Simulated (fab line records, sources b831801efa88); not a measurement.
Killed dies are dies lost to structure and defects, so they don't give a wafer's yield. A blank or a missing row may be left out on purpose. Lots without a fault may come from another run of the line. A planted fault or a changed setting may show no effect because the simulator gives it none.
Which tool did it? | flow sky130 | 13 lots, 39 wafers sampled, at 7 steps of a route of 708

WHAT THE GAUGES READ, wafer by wafer
SKY_PWDE_OVL_MEAS_07.
lot  | measured    | on         | PWDE_OVL (nm)
L839 | day 4 10:14 | overlay-01 | -1.0 -1.2 -0.4
L840 | day 4 08:41 | overlay-02 | -2.3 -1.8 -1.3
L842 | day 5 00:22 | overlay-02 | 0.3 1.2 -0.3
L843 | day 5 06:32 | overlay-02 | 0.3 -0.2 -0.6
L844 | day 5 07:11 | overlay-02 | -1.7 -0.9 0.9
L845 | day 5 14:12 | overlay-02 | 0.9 -0.6 0.8
L846 | day 5 22:53 | overlay-02 | -1.5 -3.2 -2.6
L849 | day 6 07:20 | overlay-01 | 0.1 1.4 -0.1
L850 | day 6 14:24 | overlay-02 | -1.1 0.2 -0.8
L852 | day 6 22:19 | overlay-01 | -0.4 -2.1 -1.9
L858 | day 8 07:28 | overlay-02 | -3.8 -1.9 -
L860 | day 8 19:51 | overlay-02 | -0.9 -2.3 -1.3
L861 | day 8 23:31 | overlay-02 | 0.0 -1.6 1.1

SKY_NWELL_OVL_MEAS_10.
lot  | measured    | on         | NWELL_00_OVL (nm)
L839 | day 5 03:21 | overlay-01 | -1.7 -1.1 -1.4
L840 | day 5 01:58 | overlay-01 | 0.0 -0.5 0.5
L842 | day 5 19:05 | overlay-02 | -1.0 -1.8 -3.0
L843 | day 6 00:29 | overlay-01 | -5.4 -2.5 -3.1
L844 | day 6 01:08 | overlay-01 | -3.7 -4.8 -3.6
L845 | day 6 09:01 | overlay-01 | -2.3 -0.9 -3.0
L846 | day 6 17:30 | overlay-02 | -1.5 -1.0 -0.9
L849 | day 7 02:47 | overlay-02 | 0.2 -0.6 -0.1
L850 | day 7 10:03 | overlay-01 | -1.4 -2.8 0.0
L852 | day 7 19:26 | overlay-02 | -1.2 -0.7 0.1
L858 | day 9 04:17 | overlay-01 | -2.2 -2.9 -
L860 | day 9 17:41 | overlay-01 | 0.3 -0.9 -0.7
L861 | day 9 21:05 | overlay-02 | 0.3 -0.4 0.4

SKY_NWELL_TW_MEAS_26.
lot  | measured     | on            | NWELL_2_TW
L839 | day 5 23:01  | film_metro-04 | 503.9 505.1 502.1
L840 | day 5 21:01  | film_metro-01 | 501.2 505.2 501.8
L842 | day 6 13:49  | film_metro-03 | 499.4 500.6 502.1
L843 | day 6 19:27  | film_metro-03 | 504.3 503.1 503.1
L844 | day 6 20:20  | film_metro-04 | 502.1 503.3 503.9
L845 | day 7 04:56  | film_metro-04 | 499.4 501.4 504.1
L846 | day 7 14:26  | film_metro-01 | 505.7 505.0 506.4
L849 | day 7 23:19  | film_metro-03 | 502.9 503.1 501.1
L850 | day 8 07:21  | film_metro-03 | 503.7 500.1 503.2
L852 | day 8 16:41  | film_metro-03 | 502.0 501.8 502.4
L858 | day 10 03:40 | film_metro-03 | 504.2 506.8 506.3
L860 | day 10 16:08 | film_metro-04 | 502.5 502.5 504.3
L861 | day 10 19:41 | film_metro-04 | 506.3 501.0 503.9

WHICH TOOL RAN EACH LOT (tool, then ch and the chambers of the sampled wafers, then the start)
lot  | SKY_FIELD_ISO_ETCH_14             | SKY_FIELD_ISO_ETCH_15             | SKY_DNWELL_STRIP_08                 | SKY_NWELL_STRIP_25
L839 | rie_diel-04 ch 1,2,3, day 2 08:19 | rie_diel-04 ch 1,2,3, day 2 08:22 | plasma_asher-03 ch 1, day 3 17:48   | plasma_asher-04 ch 1, day 5 22:55
L840 | rie_diel-03 ch 0,1,2, day 2 11:44 | rie_diel-03 ch 0,1,2, day 2 11:47 | plasma_asher-02 ch 0,1, day 3 17:09 | plasma_asher-04 ch 0,1, day 5 20:55
L842 | rie_diel-02 ch 1,2,3, day 2 21:31 | rie_diel-02 ch 1,2,3, day 2 21:34 | plasma_asher-04 ch 0,1, day 4 07:42 | plasma_asher-02 ch 0,1, day 6 13:43
L843 | rie_diel-02 ch 1,2,3, day 3 02:04 | rie_diel-02 ch 1,2,3, day 3 02:07 | plasma_asher-04 ch 0,1, day 4 14:08 | plasma_asher-04 ch 0,1, day 6 19:22
L844 | rie_diel-04 ch 0,1,2, day 3 07:04 | rie_diel-04 ch 0,1,2, day 3 07:07 | plasma_asher-02 ch 0, day 4 14:38   | plasma_asher-01 ch 0,1, day 6 20:13
L845 | rie_diel-04 ch 1,2, day 3 14:32   | rie_diel-04 ch 1,2, day 3 14:35   | plasma_asher-02 ch 0,1, day 4 20:02 | plasma_asher-02 ch 0,1, day 7 04:50
L846 | rie_diel-04 ch 0,1,3, day 4 01:59 | rie_diel-04 ch 0,1,3, day 4 02:02 | plasma_asher-04 ch 0,1, day 5 04:44 | plasma_asher-01 ch 0,1, day 7 14:19
L849 | rie_diel-03 ch 1,2, day 4 10:37   | rie_diel-03 ch 1,2, day 4 10:40   | plasma_asher-04 ch 0,1, day 5 12:36 | plasma_asher-04 ch 0,1, day 7 23:13
L850 | rie_diel-02 ch 0,2, day 4 14:46   | rie_diel-02 ch 0,2, day 4 14:49   | plasma_asher-04 ch 0,1, day 5 19:55 | plasma_asher-02 ch 0,1, day 8 07:16
L852 | rie_diel-03 ch 0,2,3, day 5 01:26 | rie_diel-03 ch 0,2,3, day 5 01:29 | plasma_asher-03 ch 1, day 6 02:54   | plasma_asher-01 ch 0, day 8 16:35
L858 | rie_diel-04 ch 0,1,3, day 6 08:07 | rie_diel-04 ch 0,1,3, day 6 08:10 | plasma_asher-03 ch 0,1, day 7 10:53 | plasma_asher-04 ch 0,1, day 10 03:34
L860 | rie_diel-03 ch 0,2,3, day 6 17:58 | rie_diel-03 ch 0,2,3, day 6 18:01 | plasma_asher-03 ch 0,1, day 7 22:42 | plasma_asher-02 ch 0,1, day 10 16:02
L861 | rie_diel-03 ch 1,2,3, day 6 23:35 | rie_diel-03 ch 1,2,3, day 6 23:38 | plasma_asher-02 ch 0,1, day 8 02:19 | plasma_asher-01 ch 0,1, day 10 19:35
- SKY_FIELD_ISO_ETCH_14: etches BARC in N2/H2, stops on SiO2, time 45.9 s, target depth 60 nm.
- SKY_FIELD_ISO_ETCH_15: etches the open film in CHF3/O2, stops on Si, target depth 180 nm, time 72 s.
- SKY_DNWELL_STRIP_08: strips in O2/N2.
- SKY_NWELL_STRIP_25: strips in O2/N2.

WHAT THE TOOLS THEMSELVES READ (means of the sampled wafers that have a number; where no wafer has one, the mark that the record gives instead)
SKY_FIELD_ISO_ETCH_14.
lot  | tool        | bias_w (W) | drypump_motor_current_A (A) | oes_product_au (a.u.) | run_length_s (s) | throttle_valve_pct (%)
L839 | rie_diel-04 | 101.9      | 6.1                         | 0.857                 | 74.1             | 13.224
L840 | rie_diel-03 | 102.0      | 5.8                         | 0.848                 | 74.3             | 13.222
L842 | rie_diel-02 | 102.1      | 5.8                         | 0.856                 | 74.5             | 13.234
L843 | rie_diel-02 | 101.8      | 5.8                         | 0.849                 | 74.3             | 13.216
L844 | rie_diel-04 | 101.8      | 5.6                         | 0.858                 | 74.0             | 13.221
L845 | rie_diel-04 | 102.2      | 5.8                         | 0.855                 | 74.1             | 13.235
L846 | rie_diel-04 | 102.1      | 5.8                         | 0.856                 | 74.4             | 13.224
L849 | rie_diel-03 | 101.7      | 5.8                         | 0.861                 | 74.1             | 13.232
L850 | rie_diel-02 | 101.9      | 6.0                         | 0.854                 | 74.6             | 13.225
L852 | rie_diel-03 | 102.0      | 6.1                         | 0.850                 | 74.2             | 13.241
L858 | rie_diel-04 | 102.0      | 5.8                         | 0.903                 | 64.7             | 13.230
L860 | rie_diel-03 | 101.6      | 6.1                         | 0.859                 | 74.2             | 13.228
L861 | rie_diel-03 | 101.8      | 5.7                         | 0.854                 | 73.9             | 13.225

SKY_FIELD_ISO_ETCH_15.
lot  | tool        | bias_w (W) | drypump_motor_current_A (A) | oes_product_au (a.u.) | run_length_s (s) | throttle_valve_pct (%)
L839 | rie_diel-04 | 199.6      | 6.1                         | 0.941                 | 100.1            | 8.849
L840 | rie_diel-03 | 200.0      | 5.8                         | 0.954                 | 100.3            | 8.849
L842 | rie_diel-02 | 200.4      | 5.8                         | 0.943                 | 100.5            | 8.846
L843 | rie_diel-02 | 199.5      | 5.8                         | 0.946                 | 100.5            | 8.844
L844 | rie_diel-04 | 200.8      | 5.6                         | 0.933                 | 100.1            | 8.839
L845 | rie_diel-04 | 200.4      | 5.8                         | 0.939                 | 99.9             | 8.844
L846 | rie_diel-04 | 200.1      | 5.8                         | 0.951                 | 100.4            | 8.845
L849 | rie_diel-03 | 199.6      | 5.8                         | 0.941                 | 100.1            | 8.846
L850 | rie_diel-02 | 200.6      | 6.0                         | 0.941                 | 100.7            | 8.837
L852 | rie_diel-03 | 199.8      | 6.1                         | 0.950                 | 100.4            | 8.845
L858 | rie_diel-04 | 200.0      | 5.8                         | 0.754                 | 100.3            | 8.781
L860 | rie_diel-03 | 200.6      | 6.1                         | 0.943                 | 100.2            | 8.837
L861 | rie_diel-03 | 199.9      | 5.7                         | 0.937                 | 100.0            | 8.840

SKY_DNWELL_STRIP_08.
lot  | tool            | drypump_motor_current_A (A) | o2_flow_sccm (sccm) | oes_product_au (a.u.) | strip_time_to_endpoint_s (s)
L839 | plasma_asher-03 | 5.7                         | 3007                | 0.721                 | 36.82
L840 | plasma_asher-02 | 5.0                         | 3000                | 0.720                 | 37.01
L842 | plasma_asher-04 | 5.7                         | 2999                | 0.724                 | 36.83
L843 | plasma_asher-04 | 5.7                         | 2998                | 0.724                 | 36.95
L844 | plasma_asher-02 | 5.2                         | 3001                | 0.727                 | 37.00
L845 | plasma_asher-02 | 5.1                         | 3008                | 0.718                 | 37.04
L846 | plasma_asher-04 | 5.7                         | 2993                | 0.724                 | 36.90
L849 | plasma_asher-04 | 5.7                         | 2997                | 0.723                 | 37.03
L850 | plasma_asher-04 | 6.0                         | 3009                | 0.726                 | 36.98
L852 | plasma_asher-03 | 5.7                         | 3001                | 0.726                 | 36.79
L858 | plasma_asher-03 | 6.0                         | 3006                | 0.721                 | 37.05
L860 | plasma_asher-03 | 6.0                         | 3007                | 0.719                 | 36.92
L861 | plasma_asher-02 | 5.0                         | 2997                | 0.722                 | 36.66

SKY_NWELL_STRIP_25.
lot  | tool            | drypump_motor_current_A (A) | o2_flow_sccm (sccm) | oes_product_au (a.u.) | strip_time_to_endpoint_s (s)
L839 | plasma_asher-04 | 5.6                         | 3002                | 0.721                 | 37.00
L840 | plasma_asher-04 | 6.0                         | 2996                | 0.720                 | 36.79
L842 | plasma_asher-02 | 5.1                         | 2998                | 0.724                 | 36.92
L843 | plasma_asher-04 | 5.7                         | 3003                | 0.722                 | 36.86
L844 | plasma_asher-01 | 5.9                         | 2998                | 0.724                 | 36.91
L845 | plasma_asher-02 | 4.9                         | 3014                | 0.724                 | 36.80
L846 | plasma_asher-01 | 5.7                         | 2992                | 0.720                 | 37.00
L849 | plasma_asher-04 | 5.8                         | 2996                | 0.719                 | 36.80
L850 | plasma_asher-02 | 5.0                         | 2996                | 0.720                 | 37.00
L852 | plasma_asher-01 | 5.6                         | 3008                | 0.724                 | 36.98
L858 | plasma_asher-04 | 5.7                         | 2994                | 0.723                 | 36.92
L860 | plasma_asher-02 | 4.9                         | 2989                | 0.724                 | 36.93
L861 | plasma_asher-01 | 5.7                         | 3009                | 0.723                 | 36.97

THE ANSWER, worked out from the rows above alone
Rule: what is usual is taken from the lots themselves. Put in order of their means at a reading, lots are off if they are a third of the lots or fewer, leave a main group of 4 or more, and stand apart from it by a gap of 3 or more times the standard deviation of the main group's means; of several such gaps the widest counts. A main group whose means are all the same, to the digits that the tables above print for the reading, isn't used. A lot without any number at a reading at which 4 lots or more have one is off too. The other lots that the step has rows for count as sound. The gauges are gone through in route order, then the tools' own readings, and for those a lot's mean is taken as printed above. The first step at which some lot is off is used, and at that step the reading that is off furthest; a lot without a number counts as furthest.
Off: L858, at SKY_FIELD_ISO_ETCH_14 (run_length_s). The main group: mean 74.2 s, standard deviation 0.2.
A tool fits if, at that step or a process step before it, it ran every lot that is off, and no sound lot after the first of them. One fits: rie_diel-04 at SKY_FIELD_ISO_ETCH_14. Its last sound lot is L846 (day 4 01:59), its first lot that is off L858 (day 6 08:07): a fault that began between those two fits.
The tool's own readings at SKY_FIELD_ISO_ETCH_14 bear it out: on the lots that are off they differ by more than 5 times the standard deviation of the sound lots' means. oes_product_au reads 0.903 a.u. there against 0.855 a.u. on the sound lots; run_length_s reads 64.7 s there against 74.2 s on the sound lots.

WHAT THE SIMULATOR HAD PUT IN
Process parameter drift: rie_diel-04, from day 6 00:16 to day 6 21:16, at SKY_FIELD_ISO_ETCH_14. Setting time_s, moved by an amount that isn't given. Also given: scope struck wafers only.
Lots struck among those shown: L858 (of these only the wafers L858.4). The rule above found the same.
